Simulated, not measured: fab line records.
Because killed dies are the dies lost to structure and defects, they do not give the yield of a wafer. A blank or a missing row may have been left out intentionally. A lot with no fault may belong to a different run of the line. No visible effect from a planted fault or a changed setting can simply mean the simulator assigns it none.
Comparing a struck lot with a sound one ; flow sfq_line ; 14 steps out of a route of 325
Sound: wafers L278.1, L278.2, L278.3. Struck: wafers L285.2, L285.5, L285.6. The cause is named last.
Each step with rows lists, per side, the tool, then ch with its chambers, then its first start. Under that, the readings that differ: sound wafers ; struck wafers ; difference of the means ; sigmas: that difference in standard deviations of wafers without a fault.
alike: readings with means less than 2 such deviations apart, plus words and numbers identical on both sides. not compared: withheld readings, readings lacking a value on some wafer, bounds such as >300 that could conceal the same value, and numbers that have no deviation in the record and whose values overlap.
Wherever a step has rows on one side only, a row that says differs or no value, or a row with sigmas, the two part there. Numbers that have no deviation but don't overlap get no sigmas and don't part them. A reading missing from all wafers of one side parts the sides only when that side holds two or more wafers.

first, 3 steps without rows for these wafers: SFQ_TRILAYER_I7_VIA_LITHO_EXPOSE_188 (exposes mask I7, target cd 1000 nm); SFQ_TRILAYER_I7_VIA_LITHO_PEB_190 (peb time 60 s); SFQ_TRILAYER_I7_VIA_LITHO_DEVELOP_189 (time 60 s).
SFQ_I7_OVL_MEAS_947:
  sound on overlay-02, day 81 11:05; struck on overlay-02, day 86 03:26
  alike: I7_OVL
SFQ_TRILAYER_I7_VIA_BARC_OPEN_VIA_ETCH_260: etches BARC in O2, target depth 125 nm, time 41.7 s.
  sound on rie_diel-02 ch 0,1,3, day 81 11:08; struck on rie_diel-02 ch 0,1, day 86 03:28
  alike: drypump_motor_current_A, oes_product_au
  not compared: rf_hours_counter_h
SFQ_TRILAYER_I7_VIA_ETCH_VIA_ETCH_190: etches SiO2 in CHF3, stops on Nb, target depth 260 nm.
  sound on rie_diel-02 ch 0,1,3, day 81 11:10; struck on rie_diel-02 ch 0,1, day 86 03:30
  alike: drypump_motor_current_A, oes_product_au
SFQ_TRILAYER_I7_VIA_STRIP_STRIP_191: strips in O2.
  sound on rie_metal-02 ch 0,1, day 81 11:17; struck on rie_metal-01 ch 0,1, day 86 03:37
  alike: drypump_motor_current_A, oes_product_au
  not compared: rf_hours_counter_h
then, 5 steps without rows for these wafers: SFQ_TRILAYER_I7_VIA_STRIP_SOLV_CLEAN_192 (cleans in NMP, time 600 s); SFQ_TRILAYER_M8_LITHO_LOR_COAT_197; SFQ_TRILAYER_M8_LITHO_LOR_BAKE_198; SFQ_TRILAYER_M8_LITHO_COAT_193 (resist thk 600 nm); SFQ_TRILAYER_M8_LITHO_SOFTBAKE_199.
SFQ_TRILAYER_M8_LITHO_EXPOSE_194: exposes mask M8, target cd 2000 nm.
  sound on krf_scanner-02 ch 0, day 81 15:55; struck on krf_scanner-01, day 86 11:46
  no value came back on the struck wafers for exposure_dose_mJ_cm2, focus_offset_nm (nm); on the sound wafers exposure_dose_mJ_cm2 reads 14.415 14.408 14.393
  alike: mask
then, 1 step without rows for these wafers: SFQ_TRILAYER_M8_LITHO_PEB_196 (peb time 60 s).

WHERE THEY PART
Only at SFQ_TRILAYER_M8_LITHO_EXPOSE_194, as far as this record shows.

WHY: the cause the simulator had injected
Beginning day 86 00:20, the whole step at SFQ_TRILAYER_M8_LITHO_EXPOSE_194 was skipped on krf_scanner-01. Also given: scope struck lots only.
